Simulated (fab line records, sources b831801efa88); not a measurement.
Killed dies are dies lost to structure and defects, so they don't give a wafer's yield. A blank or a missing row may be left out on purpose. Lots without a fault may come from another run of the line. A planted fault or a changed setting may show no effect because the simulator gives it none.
Which tool did it? | flow sky130 | 12 lots, 35 wafers sampled, at 4 steps of a route of 708

WHAT THE GAUGES READ, wafer by wafer
SKY_LI_CONTACT_THK_MEAS_01.
lot  | measured     | on            | LI_CONTACT_HDPCVD_THK (nm)
L169 | day 28 23:23 | film_metro-03 | 932 950 935
L168 | day 29 01:06 | film_metro-02 | 952 946 948
L172 | day 29 09:44 | film_metro-03 | 941 937 940
L179 | day 31 16:43 | film_metro-02 | 926 1243 934
L180 | day 32 04:00 | film_metro-02 | 929 925 1255
L187 | day 35 02:50 | film_metro-04 | 929 930 937
L188 | day 35 03:50 | film_metro-03 | 945 948 941
L185 | day 35 04:27 | film_metro-04 | 930 921 936
L189 | day 35 06:25 | film_metro-03 | 949 943 939
L186 | day 35 06:43 | film_metro-03 | 941 946
L190 | day 35 07:08 | film_metro-04 | 947 948 940
L191 | day 35 15:02 | film_metro-02 | 961 961 945

SKY_METAL1_OVL_MEAS_16.
lot  | measured     | on         | METAL1_OVL (nm)
L169 | day 33 17:29 | overlay-01 | -1 1 1
L168 | day 33 18:13 | overlay-01 | -2 0 -3
L172 | day 34 03:56 | overlay-02 | -1 -4 4
L179 | day 36 07:16 | overlay-01 | 0 -7 -6
L180 | day 36 18:37 | overlay-02 | -3 5 10
L187 | day 39 12:05 | overlay-02 | 4 13 7
L188 | day 39 15:01 | overlay-01 | 7 2 2
L185 | day 39 15:58 | overlay-01 | 4 -3 9
L189 | day 39 17:17 | overlay-01 | -3 -5 -7
L186 | day 39 18:10 | overlay-02 | 2 4
L190 | day 39 18:53 | overlay-02 | 0 -1 2
L191 | day 40 01:10 | overlay-01 | -6 -1 -3

WHICH TOOL RAN EACH LOT (tool, then ch and the chambers of the sampled wafers, then the start)
lot  | SKY_LI_CONTACT_HDPCVD_00         | SKY_LI_CONTACT_CMP_02
L169 | hdpcvd-02 ch 0,2, day 28 23:17   | cmp-01 ch 0,1,2, day 28 23:32
L168 | hdpcvd-01 ch 0,1,2, day 29 00:59 | cmp-02 ch 0,1,2, day 29 01:09
L172 | hdpcvd-01 ch 0,1,2, day 29 09:38 | cmp-02 ch 1,2,3, day 29 09:51
L179 | hdpcvd-01 ch 0,1,2, day 31 16:36 | cmp-02 ch 1,3, day 31 16:49
L180 | hdpcvd-01 ch 0,1,2, day 32 03:53 | cmp-01 ch 0,2,3, day 32 05:25
L187 | hdpcvd-02 ch 0,1,2, day 35 02:44 | cmp-01 ch 0,3, day 35 02:53
L188 | hdpcvd-01 ch 0,1,2, day 35 03:44 | cmp-01 ch 0,3, day 35 03:53
L185 | hdpcvd-02 ch 0,1,2, day 35 04:21 | cmp-01 ch 0,1,3, day 35 04:34
L189 | hdpcvd-02 ch 0,1, day 35 06:19   | cmp-01 ch 0,1,3, day 35 06:28
L186 | hdpcvd-01 ch 0, day 35 06:37     | cmp-02 ch 0,3, day 35 06:46
L190 | hdpcvd-01 ch 0,1,2, day 35 07:02 | cmp-02 ch 1,2,3, day 35 07:18
L191 | hdpcvd-01 ch 0,1,2, day 35 14:56 | cmp-02 ch 1,2,3, day 35 15:06
- SKY_LI_CONTACT_HDPCVD_00: deposits PSG, target thk 930 nm, time 155 s.
- SKY_LI_CONTACT_CMP_02: polishes PSG.

WHAT THE TOOLS THEMSELVES READ (means of the sampled wafers that have a number; where no wafer has one, the mark that the record gives instead)
SKY_LI_CONTACT_CMP_02.
lot  | tool   | motor_current_A (A) | platen_rpm (rpm) | time_to_endpoint_s (s)
L169 | cmp-01 | 13.0                | 60.02            | 31.9
L168 | cmp-02 | 12.0                | 60.01            | 33.1
L172 | cmp-02 | 11.6                | 60.01            | 30.1
L179 | cmp-02 | 12.0                | 60.01            | 41.8
L180 | cmp-01 | 12.3                | 59.98            | 40.2
L187 | cmp-01 | 12.6                | 60.03            | 30.8
L188 | cmp-01 | 12.6                | 60.05            | 34.5
L185 | cmp-01 | 12.9                | 59.99            | 33.0
L189 | cmp-01 | 13.4                | 60.04            | 31.5
L186 | cmp-02 | 12.7                | 59.97            | 31.6
L190 | cmp-02 | 11.6                | 60.01            | 31.9
L191 | cmp-02 | 11.7                | 60.03            | 33.1

THE ANSWER, worked out from the rows above alone
Rule: what is usual is taken from the lots themselves. Put in order of their means at a reading, lots are off if they are a third of the lots or fewer, leave a main group of 4 or more, and stand apart from it by a gap of 3 or more times the standard deviation of the main group's means; of several such gaps the widest counts. A main group whose means are all the same, to the digits that the tables above print for the reading, isn't used. A lot without any number at a reading at which 4 lots or more have one is off too. The other lots that the step has rows for count as sound. The gauges are gone through in route order, then the tools' own readings, and for those a lot's mean is taken as printed above. The first step at which some lot is off is used, and at that step the reading that is off furthest; a lot without a number counts as furthest.
Off: L179, L180, at SKY_LI_CONTACT_THK_MEAS_01 (LI_CONTACT_HDPCVD_THK). The main group: mean 942 nm, standard deviation 7.3.
A tool fits if, at a process step before that reading, it ran every lot that is off, and no sound lot after the first of them. The gauges at SKY_LI_CONTACT_THK_MEAS_01 aren't tried: what is off there is off at SKY_LI_CONTACT_CMP_02 too, on other tools, and a gauge's error can't cause that. None of those tried fits.

WHAT THE SIMULATOR HAD PUT IN
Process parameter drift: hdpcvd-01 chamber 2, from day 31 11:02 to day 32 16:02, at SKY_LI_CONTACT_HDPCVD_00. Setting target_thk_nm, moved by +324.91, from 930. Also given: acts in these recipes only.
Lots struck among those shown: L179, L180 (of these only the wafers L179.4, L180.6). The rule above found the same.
